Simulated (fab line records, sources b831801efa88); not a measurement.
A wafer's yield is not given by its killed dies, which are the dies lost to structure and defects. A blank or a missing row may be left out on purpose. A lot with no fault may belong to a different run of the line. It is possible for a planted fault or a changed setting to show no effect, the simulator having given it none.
fab line records	flow sky130
[record] lots = 24	wafers = 72	lastDay = 50
route steps=708 shown RES_XHIGH@340 LOCAL_INTERCONNECT@401 METAL1@437 VIA1@480 METAL2@499
lots with no fault: from the same line, run without faults
startH: the number of hours between the record's first day and the start of the first shown wafer of the lot	waitH: hours from the lot's prior step to this one	" identical to the entry in the row above	L1.1+2: one row covering several wafers at once	- no value, or no start was given	* or withheld: withheld	< > ~ a bound
route shown NAME@n: a module of which the file shows steps, and the number in the route of the first	usual: mean/standard deviation taken from wafers without a fault	same: alike in all rows	chamber/n: place in a boat	sites: each site's reading	_std_site: the values' standard deviation	_edge_site: the outer-site mean with the inner-site mean subtracted	radiusMm: how far each site lies from the wafer's centre	mask NAME#n: copy n	behind: the last tool/chamber to shape the wafer	hold: the reason the lot was held/the length of the hold in hours/how it ended	device: which transistor (n, p or np) failed to switch	end of line: tests of these same wafers at the route's end	a step with no rows: only its recipe	killed: the dies lost at the first sort to structure and to defects; this is not the yield of the wafer	map: shows each die of a wafer: x if killed, . if not, _ if none is there
set.NAME: the run value of the setting; set.NAME@STEP: its run value at that earlier step	model.NAME: the simulator's own value behind a step, which no gauge read
route steps across a sampled set of lots; one table per step, one row per wafer
services: a tool's chamber out of use, with start hour (startH, from the record's first day; less than 0 if before it), hours out, and reason
[[steps]]
[step SKY_RES_XHIGH_STRIP_08]
[recipe] chemistry = O2/N2	powerW = 1400	pressureMtorr = 1500	platenTempC = withheld	o2FlowSccm = 3000	n2FlowSccm = 300	overashFraction = 0.5
[usual] chamberPressureMTorr = 1500.0/1.3	drypumpMotorCurrentA = 5.58/0.27	oesProductAu = 0.710/0.0045	stripTimeToEndpointS = 14.28/0.035
lot.wafer	tool	chamber	startH	waitH	chamberPressureMTorr	drypumpMotorCurrentA	oesProductAu	rfHoursCounterH	stripTimeToEndpointS
L074.1	plasmaAsher-03	0	634.14	0.1	1502.0	5.14	0.710	87	14.28
L074.4	"	0	"	"	1500.6	5.13	0.715	-	14.33
L074.6	"	1	"	"	1500.2	5.88	0.715	-	14.27
L075.2	plasmaAsher-01	0	636.92	0.1	1500.3	5.55	0.700	46	14.21
L075.3	"	0	"	"	1500.5	5.56	0.706	-	14.20
L075.6	"	0	"	"	1498.1	5.55	0.709	-	14.24
L076.3	plasmaAsher-01	0	647.29	0.1	1499.7	5.55	0.709	-	14.30
L076.5	"	0	"	"	1498.5	5.57	0.717	-	14.28
L076.6	"	1	"	"	1499.8	5.71	0.712	-	14.30
L077.3	plasmaAsher-03	0	660.80	0.1	1500.8	5.12	0.707	-	14.30
L077.4	"	1	"	"	1500.6	5.87	0.710	-	14.24
L077.5	"	1	"	"	1500.5	5.90	0.710	-	14.25
L079.1	plasmaAsher-01	0	674.12	0.1	1498.2	5.55	0.715	49	14.30
L079.4	"	0	"	"	1501.2	5.55	0.715	-	14.29
L079.6	"	1	"	"	1499.1	5.72	0.712	-	14.27
L078.1	plasmaAsher-01	1	675.54	0.1	1503.1	5.70	0.708	49	14.26
L078.4	"	1	"	"	1501.5	5.67	0.719	-	14.27
L078.6	"	0	"	"	1499.6	5.55	0.718	-	14.27
L080.2	plasmaAsher-04	0	682.97	0.1	1501.7	5.43	0.711	102	14.29
L080.4	"	1	"	"	1498.8	5.93	0.706	-	14.31
L080.6	"	1	"	"	1500.2	5.91	0.713	-	14.33
L081.2	plasmaAsher-03	0	684.51	0.1	1500.1	5.13	0.705	92	14.33
L081.3	"	0	"	"	1499.6	5.13	0.720	-	14.30
L081.5	"	0	"	"	1497.7	5.13	0.715	-	14.26
L082.2	plasmaAsher-03	0	689.49	0.1	1501.3	5.13	0.711	93	14.32
L082.5	"	1	"	"	1500.7	5.90	0.713	-	14.31
L082.6	"	0	"	"	1501.2	5.14	0.708	-	14.33
L084.4	plasmaAsher-03	0	705.64	0.1	1500.4	5.14	0.711	-	14.22
L084.5	"	1	"	"	1498.5	5.85	0.712	-	14.24
L084.6	"	0	"	"	1499.9	5.12	0.702	-	14.24
L083.2	plasmaAsher-03	0	706.34	0.1	1501.0	5.14	0.714	95	14.27
L083.5	"	0	"	"	1501.5	5.13	0.708	-	14.30
L083.6	"	1	"	"	1499.3	5.84	0.718	-	14.27
L085.1	plasmaAsher-03	1	715.79	0.1	1496.5	5.86	0.710	96	14.31
L085.5	"	1	"	"	1498.9	5.88	0.713	-	14.26
L085.6	"	0	"	"	1499.4	5.14	0.706	-	14.28
L086.2	plasmaAsher-01	0	719.22	0.1	1501.3	5.58	0.705	53	14.28
L086.5	"	1	"	"	1501.5	5.74	0.708	-	14.24
L086.6	"	0	"	"	1498.9	5.55	0.710	-	14.26
L087.2	plasmaAsher-03	0	719.69	0.1	1501.4	5.12	0.721	96	14.30
L087.3	"	1	"	"	1500.0	5.85	0.719	-	14.28
L087.4	"	0	"	"	1501.6	5.13	0.712	-	14.30
L088.1	plasmaAsher-01	0	730.32	0.1	1501.6	5.56	0.715	54	14.24
L088.2	"	1	"	"	1500.6	5.71	0.714	54	14.24
L088.3	"	1	"	"	1500.8	5.75	0.715	-	14.26
L089.3	plasmaAsher-01	1	734.94	0.1	1501.2	5.75	0.713	-	14.36
L089.4	"	0	"	"	1499.9	5.55	0.710	-	14.36
L089.5	"	1	"	"	1500.2	5.75	0.707	-	14.33
L090.2	plasmaAsher-03	0	744.62	0.1	1500.6	5.12	0.708	99	14.29
L090.3	"	1	"	"	1500.4	5.85	0.712	-	14.29
L090.5	"	0	"	"	1501.6	5.13	0.717	-	14.33
L091.1	plasmaAsher-04	1	748.39	0.1	1500.2	5.92	0.719	0	14.26
L091.3	"	0	"	"	1499.0	5.40	0.711	-	14.25
L091.6	"	1	"	"	1501.6	5.91	0.714	-	14.26
L092.2	plasmaAsher-04	0	759.14	0.1	1500.8	5.40	0.720	1	14.27
L092.3	"	1	"	"	1500.4	5.92	0.706	-	14.23
L092.4	"	0	"	"	1498.2	5.44	0.707	-	14.26
L093.1	plasmaAsher-04	1	764.97	0.1	1498.1	5.93	0.706	2	14.28
L093.3	"	1	"	"	1498.2	5.92	0.709	-	14.29
L093.5	"	0	"	"	1500.3	5.42	0.712	-	14.27
L094.2	plasmaAsher-01	0	770.57	0.1	1499.5	5.55	0.713	58	14.31
L094.3	"	0	"	"	1499.6	5.54	0.701	-	14.32
L094.5	"	0	"	"	1499.6	5.55	0.710	-	14.32
L095.1	plasmaAsher-01	1	786.21	0.1	1500.9	5.68	0.710	60	14.30
L095.3	"	1	"	"	1498.1	5.69	0.711	-	14.32
L095.6	"	0	"	"	1497.3	5.55	0.711	-	14.29
L096.1	plasmaAsher-01	0	786.51	0.1	1499.0	5.55	0.709	60	14.29
L096.3	"	1	"	"	1499.4	5.73	0.717	-	14.24
L096.4	"	0	"	"	1498.8	5.56	0.711	-	14.30
L097.1	plasmaAsher-03	1	793.74	0.1	1499.8	5.86	0.714	103	14.24
L097.3	"	0	"	"	1501.0	5.14	0.713	-	14.27
L097.4	"	1	"	"	1499.2	5.86	0.705	-	14.26
[step SKY_RES_XHIGH_TW_MEAS_09]
[usual] RES_XHIGH_TW = 1633/15
lot.wafer	tool	chamber	startH	waitH	RES_XHIGH_TW
L074.1	filmMetro-03	-	634.24	0.1	1620
L074.4	"	-	"	"	1616
L074.6	"	-	"	"	1622
L075.2	filmMetro-02	-	637.03	0.1	1636
L075.3	"	-	"	"	1627
L075.6	"	-	"	"	1631
L076.3	filmMetro-03	-	647.38	0.1	1617
L076.5	"	-	"	"	1616
L076.6	"	-	"	"	1619
L077.3	filmMetro-03	-	660.89	0.1	1595
L077.4	"	-	"	"	1612
L077.5	"	-	"	"	1610
L079.1	filmMetro-04	-	674.22	0.1	1647
L079.4	"	-	"	"	1650
L079.6	"	-	"	"	1650
L078.1	filmMetro-04	-	675.64	0.1	1642
L078.4	"	-	"	"	1643
L078.6	"	-	"	"	1651
L080.2	filmMetro-04	-	683.08	0.1	1648
L080.4	"	-	"	"	1644
L080.6	"	-	"	"	1649
L081.2	filmMetro-04	-	684.62	0.1	1644
L081.3	"	-	"	"	1640
L081.5	"	-	"	"	1644
L082.2	filmMetro-03	-	689.60	0.1	1626
L082.5	"	-	"	"	1616
L082.6	"	-	"	"	1617
L084.4	filmMetro-02	-	705.74	0.1	1644
L084.5	"	-	"	"	1649
L084.6	"	-	"	"	1647
L083.2	filmMetro-02	-	706.45	0.1	1645
L083.5	"	-	"	"	1632
L083.6	"	-	"	"	1630
L085.1	filmMetro-03	-	715.89	0.1	1610
L085.5	"	-	"	"	1610
L085.6	"	-	"	"	1619
L086.2	filmMetro-04	-	719.33	0.1	1637
L086.5	"	-	"	"	1643
L086.6	"	-	"	"	1641
L087.2	filmMetro-02	-	719.80	0.1	1649
L087.3	"	-	"	"	1631
L087.4	"	-	"	"	1646
L088.1	filmMetro-04	-	730.42	0.1	1646
L088.2	"	-	"	"	1639
L088.3	"	-	"	"	1651
L089.3	filmMetro-02	-	735.03	0.1	1626
L089.4	"	-	"	"	1627
L089.5	"	-	"	"	1636
L090.2	filmMetro-03	-	744.73	0.1	1613
L090.3	"	-	"	"	1619
L090.5	"	-	"	"	1618
L091.1	filmMetro-03	-	748.49	0.1	1606
L091.3	"	-	"	"	1615
L091.6	"	-	"	"	1623
L092.2	filmMetro-03	-	759.25	0.1	1621
L092.3	"	-	"	"	1628
L092.4	"	-	"	"	1619
L093.1	filmMetro-02	-	765.07	0.1	1627
L093.3	"	-	"	"	1625
L093.5	"	-	"	"	1634
L094.2	filmMetro-02	-	770.68	0.1	1630
L094.3	"	-	"	"	1630
L094.5	"	-	"	"	1628
L095.1	filmMetro-04	-	786.31	0.1	1643
L095.3	"	-	"	"	1647
L095.6	"	-	"	"	1652
L096.1	filmMetro-04	-	786.61	0.1	1652
L096.3	"	-	"	"	1668
L096.4	"	-	"	"	1656
L097.1	filmMetro-04	-	793.84	0.1	1647
L097.3	"	-	"	"	1649
L097.4	"	-	"	"	1645
[step SKY_LOCAL_INTERCONNECT_METAL_ETCH_14]
[recipe] targetDepthNm = 110	stopOn = PSG	chemistry = Cl2/BCl3	target = TiN	resistSidewallDeg = 88	pressureMtorr = 10	icpW = 900	biasW = 48.5	Cl2_flow_sccm = 60	bcl3FlowSccm = 30	timeS = 31.4
[usual] chamberPressureMTorr = 9.997/0.014	drypumpMotorCurrentA = 5.9/0.46	oesProductAu = 0.945/0.0086	throttleValvePct = 21.898/0.01
lot.wafer	tool	chamber	startH	waitH	chamberPressureMTorr	drypumpMotorCurrentA	oesProductAu	rfHoursCounterH	throttleValvePct
L074.1	rieMetal-02	1	721.54	0.0	9.996	5.6	0.942	10	21.897
L074.4	"	1	"	"	10.001	5.6	0.952	-	21.901
L074.6	"	0	"	"	9.990	5.9	0.954	-	21.890
L075.2	rieMetal-03	0	724.59	0.0	9.993	5.3	0.944	13	21.889
L075.3	"	1	"	"	9.982	5.6	0.945	-	21.916
L075.6	"	0	"	"	9.998	5.3	0.952	-	21.905
L076.3	rieMetal-03	0	736.05	0.0	10.005	5.3	0.947	-	21.893
L076.5	"	1	"	"	10.026	5.6	0.943	-	21.892
L076.6	"	0	"	"	9.986	5.3	0.952	-	21.894
L077.3	rieMetal-02	0	748.17	0.0	9.993	5.9	0.954	-	21.897
L077.4	"	1	"	"	10.001	5.6	0.944	-	21.910
L077.5	"	0	"	"	9.986	5.9	0.946	-	21.910
L079.1	rieMetal-01	1	759.86	0.0	10.003	6.6	0.941	6	21.900
L079.4	"	0	"	"	10.001	5.6	0.942	-	21.885
L079.6	"	0	"	"	9.995	5.6	0.949	-	21.907
L078.1	rieMetal-02	0	761.10	0.0	10.004	5.9	0.941	5	21.907
L078.4	"	1	"	"	9.995	5.5	0.952	-	21.897
L078.6	"	0	"	"	10.004	5.9	0.948	-	21.906
L080.2	rieMetal-03	1	768.79	0.0	9.999	5.6	0.943	14	21.899
L080.4	"	0	"	"	10.001	5.3	0.949	-	21.892
L080.6	"	0	"	"	9.982	5.3	0.942	-	21.917
L081.2	rieMetal-02	1	769.44	0.0	9.999	5.6	0.937	11	21.882
L081.3	"	1	"	"	9.991	5.6	0.939	-	21.908
L081.5	"	0	"	"	9.987	5.9	0.938	-	21.899
L082.2	rieMetal-03	0	775.26	0.0	10.005	5.3	0.943	14	21.915
L082.5	"	0	"	"	9.978	5.3	0.944	-	21.889
L082.6	"	1	"	"	10.011	5.6	0.935	-	21.911
L084.4	rieMetal-02	0	789.77	0.0	9.995	5.9	0.941	-	21.891
L084.5	"	0	"	"	10.014	5.9	0.950	-	21.912
L084.6	"	1	"	"	9.998	5.5	0.948	-	21.902
L083.2	rieMetal-01	0	791.61	0.0	9.992	5.6	0.939	4	21.901
L083.5	"	0	"	"	9.993	5.6	0.946	-	21.896
L083.6	"	1	"	"	9.998	6.5	0.928	-	21.909
L085.1	rieMetal-01	1	799.90	0.0	10.006	6.5	0.955	7	21.883
L085.5	"	0	"	"	9.999	5.6	0.959	-	21.903
L085.6	"	1	"	"	10.005	6.6	0.960	-	21.887
L086.2	rieMetal-03	0	802.36	0.0	9.866	5.3	0.961	15	21.895
L086.5	"	0	"	"	10.007	5.2	0.958	-	21.892
L086.6	"	1	"	"	9.999	5.6	0.956	-	21.872
L087.2	rieMetal-02	1	802.69	0.0	9.998	5.6	0.963	12	21.895
L087.3	"	1	"	"	9.997	5.5	0.937	-	21.887
L087.4	"	0	"	"	9.992	5.9	0.947	-	21.904
L088.1	rieMetal-01	0	812.84	0.0	10.006	5.6	0.940	4	21.908
L088.2	"	1	"	"	9.991	6.6	0.926	7	21.909
L088.3	"	0	"	"	9.989	5.6	0.928	-	21.882
L089.3	rieMetal-01	0	817.82	0.0	9.990	5.6	0.940	-	21.912
L089.4	"	1	"	"	10.013	6.5	0.938	-	21.909
L089.5	"	1	"	"	9.983	6.5	0.928	-	21.898
L090.2	rieMetal-01	1	827.11	0.0	9.988	6.6	0.934	8	21.905
L090.3	"	0	"	"	9.987	5.6	0.948	-	21.886
L090.5	"	0	"	"	9.995	5.6	0.940	-	21.906
L091.1	rieMetal-03	1	829.51	0.0	9.995	5.6	0.947	1	21.899
L091.3	"	0	"	"	9.992	5.3	0.945	-	21.905
L091.6	"	0	"	"	9.981	5.3	0.949	-	21.896
L092.2	rieMetal-01	1	841.44	0.1	9.995	6.5	0.955	-	21.890
L092.3	"	1	"	"	10.007	6.5	0.943	-	21.894
L092.4	"	1	"	"	9.996	6.5	0.938	-	21.904
L093.1	rieMetal-01	1	847.62	0.1	10.006	6.5	0.942	10	21.897
L093.3	"	1	"	"	9.987	6.6	0.959	-	21.899
L093.5	"	1	"	"	10.000	6.5	0.955	-	21.888
L094.2	rieMetal-01	1	853.14	0.1	9.991	6.5	0.960	-	21.859
L094.3	"	1	"	"	9.997	6.5	0.954	-	21.912
L094.5	"	1	"	"	9.992	6.5	0.964	-	21.886
L095.1	rieMetal-03	1	866.11	0.0	9.997	5.6	0.939	2	21.916
L095.3	"	1	"	"	9.993	5.6	0.945	-	21.906
L095.6	"	0	"	"	9.989	5.3	0.948	-	21.888
L096.1	rieMetal-01	1	866.74	0.0	10.011	6.6	0.948	11	21.890
L096.3	"	1	"	"	9.982	6.5	0.953	-	21.909
L096.4	"	0	"	"	10.001	5.6	0.951	-	21.906
L097.1	rieMetal-01	1	875.14	0.0	10.008	6.5	0.952	11	21.906
L097.3	"	1	"	"	9.996	6.5	0.932	-	21.898
L097.4	"	0	"	"	10.010	5.6	0.941	-	21.907
[step SKY_METAL1_SPUTTER_03]
[recipe] material = Ti	targetThkNm = 5	powerW = 3000	timeS = 3.3	chamberPressurePa = 0.4
[usual] throttleValvePct = 29.9/1.1
lot.wafer	tool	chamber	startH	waitH	throttleValvePct
L074.1	pvdSputter-02	-	751.32	0.0	30.6
L074.4	"	-	"	"	32.2
L074.6	"	-	"	"	29.6
L075.2	pvdSputter-03	-	754.33	0.0	30.5
L075.3	"	-	"	"	30.6
L075.6	"	-	"	"	29.0
L076.3	pvdSputter-01	-	766.55	0.0	29.8
L076.5	"	-	"	"	29.1
L076.6	"	-	"	"	30.3
L077.3	pvdSputter-01	-	778.38	0.0	29.7
L077.4	"	-	"	"	30.2
L077.5	"	-	"	"	29.5
L079.1	pvdSputter-03	-	789.03	0.0	27.7
L079.4	"	-	"	"	30.3
L079.6	"	-	"	"	27.9
L078.1	pvdSputter-03	-	790.56	0.0	27.9
L078.4	"	-	"	"	29.2
L078.6	"	-	"	"	30.4
L080.2	pvdSputter-01	-	798.50	0.0	29.6
L080.4	"	-	"	"	29.5
L080.6	"	-	"	"	29.8
L081.2	pvdSputter-03	-	799.86	0.0	28.0
L081.3	"	-	"	"	29.0
L081.5	"	-	"	"	30.4
L082.2	pvdSputter-03	-	803.56	0.0	28.1
L082.5	"	-	"	"	30.3
L082.6	"	-	"	"	28.1
L084.4	pvdSputter-01	-	818.11	0.0	30.4
L084.5	"	-	"	"	29.7
L084.6	"	-	"	"	29.6
L083.2	pvdSputter-02	-	820.40	0.0	30.3
L083.5	"	-	"	"	30.6
L083.6	"	-	"	"	29.3
L085.1	pvdSputter-01	-	828.90	0.0	30.5
L085.5	"	-	"	"	30.3
L085.6	"	-	"	"	29.4
L086.2	pvdSputter-02	-	831.93	0.0	30.8
L086.5	"	-	"	"	30.7
L086.6	"	-	"	"	31.9
L087.2	pvdSputter-01	-	832.11	0.0	30.0
L087.3	"	-	"	"	30.4
L087.4	"	-	"	"	29.6
L088.1	pvdSputter-01	-	841.42	0.0	29.3
L088.2	"	-	"	"	29.3
L088.3	"	-	"	"	30.3
L089.3	pvdSputter-01	-	846.81	0.0	30.2
L089.4	"	-	"	"	29.4
L089.5	"	-	"	"	29.7
L090.2	pvdSputter-03	-	855.16	0.0	29.2
L090.3	"	-	"	"	30.4
L090.5	"	-	"	"	28.0
L091.1	pvdSputter-02	-	857.80	0.0	29.7
L091.3	"	-	"	"	33.2
L091.6	"	-	"	"	32.1
L092.2	pvdSputter-01	-	870.05	0.0	29.5
L092.3	"	-	"	"	29.8
L092.4	"	-	"	"	29.2
L093.1	pvdSputter-01	-	876.16	0.0	29.2
L093.3	"	-	"	"	29.6
L093.5	"	-	"	"	29.5
L094.2	pvdSputter-03	-	880.79	0.0	30.1
L094.3	"	-	"	"	29.2
L094.5	"	-	"	"	30.4
L095.1	pvdSputter-02	-	894.26	0.0	32.2
L095.3	"	-	"	"	29.7
L095.6	"	-	"	"	30.0
L096.1	pvdSputter-01	-	895.17	0.0	30.3
L096.3	"	-	"	"	29.6
L096.4	"	-	"	"	29.4
L097.1	pvdSputter-03	-	902.66	0.0	28.1
L097.3	"	-	"	"	30.1
L097.4	"	-	"	"	29.3
[step SKY_VIA1_RS_MEAS_22]
[recipe] thkMeasGauge = four-point-probe	reads = W_of_VIA1_CVD_21+TiN_of_VIA1_SPUTTER_20
[usual] VIA1_W_RS = 0.430/0.0065
lot.wafer	tool	chamber	startH	waitH	VIA1_W_RS[ohm/sq]
L074.1	filmMetro-02	-	807.62	0.1	0.428
L074.4	"	-	"	"	0.432
L074.6	"	-	"	"	0.428
L075.2	filmMetro-03	-	810.40	0.1	0.428
L075.3	"	-	"	"	0.426
L075.6	"	-	"	"	0.431
L076.3	filmMetro-02	-	822.07	0.1	0.413
L076.5	"	-	"	"	0.412
L076.6	"	-	"	"	0.429
L077.3	filmMetro-02	-	833.47	0.1	0.438
L077.4	"	-	"	"	0.422
L077.5	"	-	"	"	0.434
L079.1	filmMetro-04	-	844.65	0.1	0.432
L079.4	"	-	"	"	0.439
L079.6	"	-	"	"	0.436
L078.1	filmMetro-04	-	845.10	0.1	0.429
L078.4	"	-	"	"	0.422
L078.6	"	-	"	"	0.422
L080.2	filmMetro-03	-	852.58	0.1	0.427
L080.4	"	-	"	"	0.428
L080.6	"	-	"	"	0.422
L081.2	filmMetro-03	-	854.64	0.1	0.427
L081.3	"	-	"	"	0.440
L081.5	"	-	"	"	0.429
L082.2	filmMetro-02	-	857.90	0.1	0.421
L082.5	"	-	"	"	0.432
L082.6	"	-	"	"	0.423
L084.4	filmMetro-04	-	871.88	0.1	0.433
L084.5	"	-	"	"	0.421
L084.6	"	-	"	"	0.437
L083.2	filmMetro-04	-	873.99	0.1	0.428
L083.5	"	-	"	"	0.439
L083.6	"	-	"	"	0.425
L085.1	filmMetro-03	-	882.88	0.1	0.418
L085.5	"	-	"	"	0.432
L085.6	"	-	"	"	0.425
L086.2	filmMetro-03	-	884.55	0.1	0.432
L086.5	"	-	"	"	0.427
L086.6	"	-	"	"	0.432
L087.2	filmMetro-03	-	884.90	0.1	0.430
L087.3	"	-	"	"	0.443
L087.4	"	-	"	"	0.427
L088.1	filmMetro-04	-	894.00	0.1	0.418
L088.2	"	-	"	"	0.440
L088.3	"	-	"	"	0.438
L089.3	filmMetro-03	-	900.46	0.1	0.434
L089.4	"	-	"	"	0.424
L089.5	"	-	"	"	0.429
L090.2	filmMetro-03	-	906.93	0.1	0.434
L090.3	"	-	"	"	0.427
L090.5	"	-	"	"	0.431
L091.1	filmMetro-04	-	910.75	0.2	0.435
L091.3	"	-	"	"	0.438
L091.6	"	-	"	"	0.427
L092.2	filmMetro-04	-	922.63	0.1	0.434
L092.3	"	-	"	"	0.429
L092.4	"	-	"	"	0.428
L093.1	filmMetro-03	-	928.63	0.1	0.436
L093.3	"	-	"	"	0.437
L093.5	"	-	"	"	0.431
L094.2	filmMetro-03	-	932.25	0.1	0.436
L094.3	"	-	"	"	0.440
L094.5	"	-	"	"	0.428
L095.1	filmMetro-02	-	947.52	0.2	0.441
L095.3	"	-	"	"	0.438
L095.6	"	-	"	"	0.439
L096.1	filmMetro-03	-	947.78	0.1	0.441
L096.3	"	-	"	"	0.442
L096.4	"	-	"	"	0.430
L097.1	filmMetro-03	-	954.50	0.1	0.429
L097.3	"	-	"	"	0.429
L097.4	"	-	"	"	0.436
[step SKY_METAL2_OVL_MEAS_16]
[usual] METAL2_OVL = 0/5.4
lot.wafer	tool	chamber	startH	waitH	METAL2_OVL[nm]
L074.1	overlay-02	-	834.96	0.1	0
L074.4	"	-	"	"	-2
L074.6	"	-	"	"	5
L075.2	overlay-01	-	837.51	0.1	5
L075.3	"	-	"	"	6
L075.6	"	-	"	"	4
L076.3	overlay-01	-	849.16	0.1	-4
L076.5	"	-	"	"	-2
L076.6	"	-	"	"	-3
L077.3	overlay-02	-	860.00	0.1	-1
L077.4	"	-	"	"	5
L077.5	"	-	"	"	1
L079.1	overlay-02	-	870.86	0.1	7
L079.4	"	-	"	"	6
L079.6	"	-	"	"	11
L078.1	overlay-02	-	871.04	0.1	1
L078.4	"	-	"	"	-8
L078.6	"	-	"	"	-4
L080.2	overlay-02	-	878.16	0.1	9
L080.4	"	-	"	"	8
L080.6	"	-	"	"	2
L081.2	overlay-02	-	880.11	0.1	4
L081.3	"	-	"	"	2
L081.5	"	-	"	"	-1
L082.2	overlay-02	-	883.86	0.1	0
L082.5	"	-	"	"	-6
L082.6	"	-	"	"	8
L084.4	overlay-01	-	896.72	0.1	9
L084.5	"	-	"	"	-1
L084.6	"	-	"	"	-1
L083.2	overlay-02	-	899.95	0.1	-1
L083.5	"	-	"	"	-6
L083.6	"	-	"	"	2
L085.1	overlay-02	-	908.19	0.1	-2
L085.5	"	-	"	"	0
L085.6	"	-	"	"	1
L086.2	overlay-01	-	910.11	0.1	1
L086.5	"	-	"	"	-4
L086.6	"	-	"	"	0
L087.2	overlay-02	-	910.61	0.1	-6
L087.3	"	-	"	"	-6
L087.4	"	-	"	"	-4
L088.1	overlay-01	-	919.86	0.1	1
L088.2	"	-	"	"	4
L088.3	"	-	"	"	8
L089.3	overlay-02	-	925.70	0.1	-5
L089.4	"	-	"	"	-7
L089.5	"	-	"	"	3
L090.2	overlay-02	-	932.01	0.1	-7
L090.3	"	-	"	"	-3
L090.5	"	-	"	"	-8
L091.1	overlay-02	-	935.95	0.1	3
L091.3	"	-	"	"	-6
L091.6	"	-	"	"	-9
L092.2	overlay-01	-	947.51	0.1	2
L092.3	"	-	"	"	-7
L092.4	"	-	"	"	1
L093.1	overlay-02	-	953.80	0.1	-9
L093.3	"	-	"	"	-1
L093.5	"	-	"	"	-3
L094.2	overlay-01	-	957.51	0.1	2
L094.3	"	-	"	"	2
L094.5	"	-	"	"	5
L095.1	overlay-02	-	971.70	0.1	15
L095.3	"	-	"	"	7
L095.6	"	-	"	"	7
L096.1	overlay-01	-	972.86	0.1	1
L096.3	"	-	"	"	2
L096.4	"	-	"	"	5
L097.1	overlay-02	-	979.71	0.1	3
L097.3	"	-	"	"	3
L097.4	"	-	"	"	4
[[services]]
tool	chamber	startH	hours	kind
plasmaAsher-03	-	612.80	1.3	repair
pvdSputter-03	1	642.30	-	consumableReplace:kit
pvdSputter-03	1	642.30	18.0	scheduledDown
pvdSputter-03	1	642.30	18.0	ventCycle
plasmaAsher-01	-	659.93	5.7	repair
plasmaAsher-01	-	662.99	1.3	repair
rieMetal-01	0	668.11	-	clean
rieMetal-01	0	668.11	24.9	scheduledDown
rieMetal-01	0	668.11	24.9	ventCycle
plasmaAsher-01	-	703.80	2.8	pm
plasmaAsher-04	-	733.75	9.0	pm
plasmaAsher-03	-	764.58	2.8	pm
plasmaAsher-04	-	795.17	9.1	repair
pvdSputter-02	-	796.10	2.3	repair
pvdSputter-01	-	802.79	0.7	repair
rieMetal-02	-	809.07	38.9	repair
rieMetal-01	0	836.15	19.3	repair
rieMetal-02	0	838.57	2.9	repair
pvdSputter-01	1	843.57	-	consumableReplace:kit
pvdSputter-01	1	843.57	18.0	scheduledDown
pvdSputter-01	1	843.57	18.0	ventCycle
pvdSputter-03	-	865.21	0.6	repair
plasmaAsher-03	-	877.54	2.7	repair
pvdSputter-01	-	887.20	4.6	repair
[[key]]
fault none
